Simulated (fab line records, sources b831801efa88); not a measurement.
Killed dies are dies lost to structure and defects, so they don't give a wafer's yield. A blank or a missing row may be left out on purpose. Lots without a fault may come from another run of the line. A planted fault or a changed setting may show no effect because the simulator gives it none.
Which tool did it? | flow gf180mcu | 13 lots, 39 wafers sampled, at 4 steps of a route of 602

WHAT THE GAUGES READ, wafer by wafer
GF_HV_LDD_CD_MEAS_07: target cd 400 nm. Usual: cd_nm 400.5 nm, standard deviation 2.2.
lot  | measured     | on        | cd_nm (nm)        | flag
L936 | day 10 02:08 | cd_sem-02 | 397.8 398.7 397.5 |
L937 | day 10 09:38 | cd_sem-01 | 401.4 402.7 403.3 |
L938 | day 10 14:40 | cd_sem-02 | 404.6 403.7 403.9 |
L939 | day 10 22:46 | cd_sem-01 | 396.4 398.1 400.0 |
L940 | day 11 06:39 | cd_sem-02 | 400.5 398.9 399.8 |
L941 | day 11 14:11 | cd_sem-01 | 399.1 399.8 399.7 |
L945 | day 12 15:51 | cd_sem-01 | 402.0 403.1 401.0 |
L947 | day 13 06:30 | cd_sem-02 | 399.0 402.5 401.9 |
L950 | day 14 04:39 | cd_sem-01 | 397.3 398.6 398.7 |
L951 | day 14 12:31 | cd_sem-02 | 403.2 403.7 402.3 |
L952 | day 14 23:33 | cd_sem-02 | 399.3 400.0 400.7 |
L953 | day 15 08:59 | cd_sem-02 | 400.1 399.2 401.4 |
L958 | day 16 18:08 | cd_sem-01 | 400.7 400.4 400.7 |

GF_HV_LDD_CD_MEAS_31: target cd 400 nm. Usual: cd_nm 399.6 nm, standard deviation 2.1.
lot  | measured     | on        | cd_nm (nm)        | flag
L936 | day 11 16:14 | cd_sem-01 | 399.9 397.1 397.9 |
L937 | day 11 22:32 | cd_sem-02 | 401.3 400.0 401.8 |
L938 | day 12 04:40 | cd_sem-02 | 399.3 403.4 402.9 |
L939 | day 12 13:04 | cd_sem-02 | 399.3 397.9 403.0 |
L940 | day 12 21:54 | cd_sem-02 | 399.7 400.0 400.2 |
L941 | day 13 05:35 | cd_sem-02 | 401.3 401.1 402.1 |
L945 | day 14 08:52 | cd_sem-01 | 398.4 398.3 398.0 |
L947 | day 15 00:43 | cd_sem-01 | 398.0 397.5 398.5 |
L950 | day 16 00:37 | cd_sem-01 | 396.8 394.0 397.5 |
L951 | day 16 09:21 | cd_sem-01 | 397.8 399.4 399.4 |
L952 | day 16 20:37 | cd_sem-01 | 398.5 400.0 401.3 |
L953 | day 17 06:17 | cd_sem-02 | 399.7 400.3 400.9 |
L958 | day 18 17:17 | cd_sem-02 | 399.3 401.5 401.0 |

WHICH TOOL RAN EACH LOT (tool, then ch and the chambers of the sampled wafers, then the start)
lot  | GF_VT_IMPLANT_COAT_13             | GF_VT_IMPLANT_STRIP_20
L936 | litho_track-04 ch 0, day 5 23:35  | plasma_asher-01 ch 0,1, day 6 07:32
L937 | litho_track-02 ch 0, day 6 05:35  | plasma_asher-01 ch 0, day 6 13:00
L938 | litho_track-02 ch 0, day 6 11:45  | plasma_asher-04 ch 0,1, day 6 19:35
L939 | litho_track-02 ch 0, day 6 18:30  | plasma_asher-04 ch 0,1, day 7 02:42
L940 | litho_track-04 ch 0, day 7 00:10  | plasma_asher-03 ch 0,1, day 7 08:08
L941 | litho_track-01 ch 0, day 7 05:29  | plasma_asher-03 ch 0,1, day 7 13:33
L945 | litho_track-02 ch 0, day 8 05:21  | plasma_asher-04 ch 0,1, day 8 13:35
L947 | litho_track-02 ch 0, day 8 17:15  | plasma_asher-04 ch 0,1, day 9 01:33
L950 | litho_track-04 ch 0, day 9 11:19  | plasma_asher-04 ch 0,1, day 9 20:39
L951 | litho_track-01 ch 0, day 9 17:10  | plasma_asher-01 ch 0,1, day 10 02:47
L952 | litho_track-01 ch 0, day 10 01:43 | plasma_asher-01 ch 0,1, day 10 11:05
L953 | litho_track-01 ch 0, day 10 09:56 | plasma_asher-04 ch 0,1, day 10 19:38
L958 | litho_track-04 ch 0, day 11 14:56 | plasma_asher-03 ch 0,1, day 12 01:08
- GF_VT_IMPLANT_COAT_13: resist thk 1000 nm.
- GF_VT_IMPLANT_STRIP_20: strips in O2/N2.

WHAT THE TOOLS THEMSELVES READ (means of the sampled wafers that have a number; where no wafer has one, the mark that the record gives instead)
GF_VT_IMPLANT_STRIP_20. Usual: drypump_motor_current_A 5.9 A, standard deviation 0.55; heater_power_w 361 W, standard deviation 47; oes_product_au 0.716 a.u., standard deviation 0.004; strip_time_to_endpoint_s 12.62 s, standard deviation 0.038.
lot  | tool            | drypump_motor_current_A (A) | heater_power_w (W) | oes_product_au (a.u.) | strip_time_to_endpoint_s (s) | flag
L936 | plasma_asher-01 | 5.8                         | 350                | 0.716                 | 12.66                        |
L937 | plasma_asher-01 | 5.6                         | 360                | 0.713                 | 12.60                        |
L938 | plasma_asher-04 | 6.3                         | 356                | 0.713                 | 12.60                        |
L939 | plasma_asher-04 | 6.4                         | 392                | 0.720                 | 12.63                        |
L940 | plasma_asher-03 | 5.3                         | 332                | 0.718                 | 12.64                        |
L941 | plasma_asher-03 | 5.3                         | 341                | 0.713                 | 12.62                        |
L945 | plasma_asher-04 | 6.3                         | 351                | 0.713                 | 12.22                        | OFF
L947 | plasma_asher-04 | 6.3                         | 350                | 0.719                 | 12.20                        | OFF
L950 | plasma_asher-04 | 6.4                         | 391                | 0.711                 | 12.65                        |
L951 | plasma_asher-01 | 5.8                         | 352                | 0.718                 | 12.64                        |
L952 | plasma_asher-01 | 5.7                         | 357                | 0.717                 | 12.59                        |
L953 | plasma_asher-04 | 6.3                         | 351                | 0.717                 | 12.60                        |
L958 | plasma_asher-03 | 5.8                         | 370                | 0.713                 | 12.69                        |

THE ANSWER, worked out from the rows above alone
Rule: a lot is off if the mean of its wafers that have a number lies more than 3 standard deviations from the usual mean. A lot without any number at a reading at which 4 lots or more have one is off too. The other lots that the step has rows for count as sound. The gauges are gone through in route order, then the tools' own readings, and for those a lot's mean is taken as printed above. The first step at which some lot is off is used, and at that step the reading that is off furthest; a lot without a number counts as furthest.
Off: L945, L947, at GF_VT_IMPLANT_STRIP_20 (strip_time_to_endpoint_s).
A tool fits if, at that step or a process step before it, it ran every lot that is off, and no sound lot after the first of them. One fits: litho_track-02 at GF_VT_IMPLANT_COAT_13. Its last sound lot is L939 (day 6 18:30), its first lot that is off L945 (day 8 05:21): a fault that began between those two fits.

WHAT THE SIMULATOR HAD PUT IN
Process parameter drift: litho_track-02, from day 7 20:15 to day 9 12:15, at GF_VT_IMPLANT_COAT_13. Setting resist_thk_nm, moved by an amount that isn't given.
Lots struck among those shown: L945, L947. The rule above found the same.
